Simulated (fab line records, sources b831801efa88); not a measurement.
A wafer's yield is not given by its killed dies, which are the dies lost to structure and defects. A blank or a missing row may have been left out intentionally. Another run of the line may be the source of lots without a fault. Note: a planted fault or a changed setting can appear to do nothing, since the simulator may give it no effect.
Which tool did it? -- flow sky130 -- 40 wafers from 14 lots sampled at 5 of the route's 708 steps

WHAT EACH GAUGE READ, for each wafer
SKY_NWELL_RS_MEAS_29: the measuring method here is four-point-probe. Usual: NWELL_RS typically reads 625.1 ohm/sq, with standard deviation 1.5.
lot,measured,on,NWELL_RS (ohm/sq),flag
L722,day 5 13:45,filmMetro-03,625.0 624.7 624.2,
L723,day 5 22:04,filmMetro-04,626.4 624.7 625.1,
L724,day 6 04:20,filmMetro-03,623.4 624.6 622.2,
L730,day 7 15:14,filmMetro-01,624.0 622.6,
L732,day 8 03:02,filmMetro-04,624.0 623.4,
L734,day 8 17:10,filmMetro-03,623.6 622.1 623.7,
L736,day 9 06:50,filmMetro-03,627.9 626.2 627.2,
L737,day 9 09:44,filmMetro-03,624.6 624.1 621.6,
L738,day 9 16:10,filmMetro-01,626.6 626.4 624.2,
L739,day 10 04:54,filmMetro-01,624.6 625.6 626.6,
L741,day 10 13:07,filmMetro-04,623.6 623.5 623.8,
L742,day 11 00:08,filmMetro-03,624.5 626.0 626.4,
L743,day 11 00:54,filmMetro-04,626.5 624.3 623.8,
L744,day 11 08:25,filmMetro-04,626.0 626.7 626.8,

SKY_VT_ADJUST_NCORE_OVL_MEAS_08. Usual: VT_ADJUST_NCORE_OVL typically reads 0.6 nm, with standard deviation 1.2.
lot,measured,on,VT_ADJUST_NCORE_OVL (nm),flag
L722,day 9 00:28,overlay-01,0.1 -0.5 -1.0,
L723,day 9 09:14,overlay-02,0.5 1.0 0.0,
L724,day 9 18:26,overlay-01,-0.6 1.5 -0.8,
L730,day 11 10:16,overlay-02,1.2 2.3,
L732,day 11 23:28,overlay-01,1.3 0.9,
L734,day 12 13:56,overlay-01,0.6 1.1 -0.9,
L736,day 13 04:47,overlay-02,-1.0 0.5 0.9,
L737,day 13 09:14,overlay-02,0.2 -0.5 -1.7,
L738,day 13 15:50,overlay-01,0.1 -0.8 -0.1,
L739,day 14 07:26,overlay-01,-0.4 -0.6 0.3,
L741,day 14 17:29,overlay-02,-0.5 1.2 1.8,
L742,day 15 04:36,overlay-01,1.0 -0.1 0.3,
L743,day 15 06:23,overlay-01,0.3 -0.6 0.2,
L744,day 15 14:02,overlay-02,2.2 2.8 3.8,

SKY_VT_ADJUST_NCORE_TW_MEAS_11. Usual: VT_ADJUST_NCORE_TW typically reads 219.1, with standard deviation 1.8.
lot,measured,on,VT_ADJUST_NCORE_TW,flag
L722,day 9 00:46,filmMetro-04,217.5 218.5 217.9,
L723,day 9 09:31,filmMetro-02,218.7 218.9 218.7,
L724,day 9 18:43,filmMetro-02,218.3 218.3 218.9,
L730,day 11 10:33,filmMetro-02,218.1 219.7,
L732,day 11 23:46,filmMetro-01,220.0 219.3,
L734,day 12 14:14,filmMetro-04,215.9 216.4 216.5,
L736,day 13 05:05,filmMetro-01,223.1 223.0 222.9,
L737,day 13 09:32,filmMetro-04,214.6 215.7 215.2,
L738,day 13 16:08,filmMetro-04,216.0 215.8 215.7,
L739,day 14 07:43,filmMetro-01,220.5 219.4 219.9,
L741,day 14 17:46,filmMetro-02,219.2 217.8 219.7,
L742,day 15 04:53,filmMetro-01,220.0 219.3 220.6,
L743,day 15 06:40,filmMetro-01,219.6 221.8 221.1,
L744,day 15 14:20,filmMetro-02,219.0 218.2 217.8,

SKY_VT_ADJUST_HVTR_CD_MEAS_07 targets a cd of 380 nm. Usual: cdNm reads 381.4 nm (standard deviation 2.4).
lot,measured,on,cdNm (nm),flag
L722,day 9 22:35,cdSem-02,381.4 381.9 381.1,
L723,day 10 08:02,cdSem-02,379.4 379.2 381.6,
L724,day 10 16:47,cdSem-02,384.7 384.9 385.9,
L730,day 12 10:48,cdSem-02,379.6 402.4 379.6 402.0,OFF
L732,day 13 00:17,cdSem-02,400.5 379.2 400.1 379.0,OFF
L734,day 13 15:39,cdSem-01,381.9 406.2 385.0 382.2 406.3 384.9,OFF
L736,day 14 06:29,cdSem-02,381.1 379.7 379.1,
L737,day 14 11:20,cdSem-01,379.1 379.9 379.1,
L738,day 14 17:59,cdSem-01,384.2 383.4 382.6,
L739,day 15 10:45,cdSem-01,378.2 378.5 380.1,
L741,day 15 20:52,cdSem-01,382.8 384.9 384.4,
L742,day 16 08:19,cdSem-01,380.0 379.0 382.0,
L743,day 16 10:10,cdSem-01,379.8 378.6 378.3,
L744,day 16 18:50,cdSem-01,380.8 381.6 381.0,

EACH LOT AND THE TOOL THAT RAN IT (in order: tool; ch and the chambers of the sampled wafers; start)
lot,SKY_VT_ADJUST_HVTR_DEVELOP_06
L722,"lithoTrack-01 ch 0, day 9 22:19"
L723,"lithoTrack-01 ch 0, day 10 07:53"
L724,"lithoTrack-01 ch 0, day 10 16:38"
L730,"lithoTrack-02 ch 0, day 12 10:40"
L732,"lithoTrack-02 ch 0, day 13 00:10"
L734,"lithoTrack-02 ch 0, day 13 15:23"
L736,"lithoTrack-04 ch 0, day 14 06:21"
L737,"lithoTrack-04 ch 0, day 14 11:12"
L738,"lithoTrack-01 ch 0, day 14 17:50"
L739,"lithoTrack-04 ch 0, day 15 10:36"
L741,"lithoTrack-02 ch 0, day 15 20:43"
L742,"lithoTrack-04 ch 0, day 16 08:10"
L743,"lithoTrack-01 ch 0, day 16 10:01"
L744,"lithoTrack-01 ch 0, day 16 18:41"
- SKY_VT_ADJUST_HVTR_DEVELOP_06: develop time 60 s.

WHAT THE TOOLS THEMSELVES READ (means of the sampled wafers that have a number; where no wafer has one, the mark that the record gives instead)
SKY_VT_ADJUST_HVTR_DEVELOP_06. Usual: developerTempC reads 23.03 C (standard deviation 0.1).
lot,tool,developerTempC (C),flag
L722,lithoTrack-01,23.20,
L723,lithoTrack-01,23.15,
L724,lithoTrack-01,23.09,
L730,lithoTrack-02,23.02,
L732,lithoTrack-02,22.95,
L734,lithoTrack-02,23.10,
L736,lithoTrack-04,23.06,
L737,lithoTrack-04,23.05,
L738,lithoTrack-01,22.88,
L739,lithoTrack-04,22.97,
L741,lithoTrack-02,22.98,
L742,lithoTrack-04,22.98,
L743,lithoTrack-01,22.97,
L744,lithoTrack-01,23.07,

THE ANSWER, worked out from the rows above alone
Rule: take the mean of a lot's wafers that have a number; if it is more than 3 standard deviations from the usual mean, the lot is off. Also off: a lot with no number at a reading for which 4 or more lots have one. Any other lot the step has rows for is counted as sound. After the gauges, taken in route order, come the tools' own readings; for these a lot's mean is taken, as printed above. The first step at which some lot is off is used, and at that step the reading that is off furthest; a lot without a number counts as furthest.
Off: L730, L732, L734 (SKY_VT_ADJUST_HVTR_CD_MEAS_07, cdNm).
A tool fits if, at a process step before that reading, it ran every lot that is off, and no sound lot after the first of them. Those tools and the gauges at SKY_VT_ADJUST_HVTR_CD_MEAS_07 are tried in the same way. Not one of the candidates tried fits.

WHAT WAS PUT IN BY THE SIMULATOR
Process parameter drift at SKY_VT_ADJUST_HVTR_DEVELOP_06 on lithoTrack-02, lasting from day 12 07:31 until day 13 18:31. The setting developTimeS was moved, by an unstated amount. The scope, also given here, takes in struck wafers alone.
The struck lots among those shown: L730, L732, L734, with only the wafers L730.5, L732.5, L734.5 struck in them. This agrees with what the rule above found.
